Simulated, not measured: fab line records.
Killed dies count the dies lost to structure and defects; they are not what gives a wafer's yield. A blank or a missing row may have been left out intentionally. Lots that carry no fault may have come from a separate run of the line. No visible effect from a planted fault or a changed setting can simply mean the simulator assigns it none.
Which of the tools did it? :: flow gf180mcu :: 6 lots with 18 wafers sampled at 3 steps, on a route of 602 steps

== WHAT THE GAUGES READ, wafer by wafer ==
GF_V5_OVL_MEAS_15.
lot: L157
measured: day 27 17:14
on: overlay-02
V5_OVL (nm): 7 -6 -4

lot: L163
measured: day 29 16:56
on: overlay-02
V5_OVL (nm): 1 0 2

lot: L169
measured: day 31 00:53
on: overlay-01
V5_OVL (nm): 0 -10 -8

lot: L172
measured: day 32 06:14
on: overlay-01
V5_OVL (nm): 4 3 7

lot: L175
measured: day 33 05:26
on: overlay-01
V5_OVL (nm): 1 1 -5

lot: L179
measured: day 33 20:08
on: overlay-02
V5_OVL (nm): 0 -8 4

== EACH LOT AND THE TOOL THAT RAN IT (in order: tool; ch and the chambers of the sampled wafers; start) ==
lot: L157
GF_M5_METAL_ETCH_10: rie_metal-02 ch 0,1, day 26 18:58
GF_V5_COAT_09: litho_track-02 ch 0, day 27 06:00

lot: L163
GF_M5_METAL_ETCH_10: rie_metal-03 ch 0,1, day 28 20:23
GF_V5_COAT_09: litho_track-02 ch 0, day 29 07:00

lot: L169
GF_M5_METAL_ETCH_10: rie_metal-02 ch 0,1, day 30 06:34
GF_V5_COAT_09: litho_track-04 ch 0, day 30 16:00

lot: L172
GF_M5_METAL_ETCH_10: rie_metal-02 ch 0,1, day 31 12:04
GF_V5_COAT_09: litho_track-04 ch 0, day 31 21:00

lot: L175
GF_M5_METAL_ETCH_10: rie_metal-02 ch 0,1, day 32 12:05
GF_V5_COAT_09: litho_track-03 ch 0, day 32 22:00

lot: L179
GF_M5_METAL_ETCH_10: rie_metal-02 ch 1, day 33 02:53
GF_V5_COAT_09: litho_track-03 ch 0, day 33 11:00
- GF_M5_METAL_ETCH_10: etches the open film in Cl2/BCl3, stops on SiO2, target depth 750.8 nm, time 125.1 s.
- GF_V5_COAT_09: resist thk 1000 nm.

== THE ANSWER, worked out from the rows above alone ==
Rule: the lots themselves supply what counts as usual. The widest of any qualifying gaps counts: lots, ordered by their means at a reading, are off when they make up no more than a third of the lots, leave a main group of 4 or more, and stand apart from it by 3 or more times the standard deviation of that group's means. A main group is skipped when, at the precision printed for the reading in the tables above, its means are all equal. Also off: a lot with no number at a reading for which 4 or more lots have one. The other lots that the step has rows for count as sound.
Across all readings shown, no lot is off: no conclusion can be drawn from this.

== WHAT THE SIMULATOR PUT IN ==
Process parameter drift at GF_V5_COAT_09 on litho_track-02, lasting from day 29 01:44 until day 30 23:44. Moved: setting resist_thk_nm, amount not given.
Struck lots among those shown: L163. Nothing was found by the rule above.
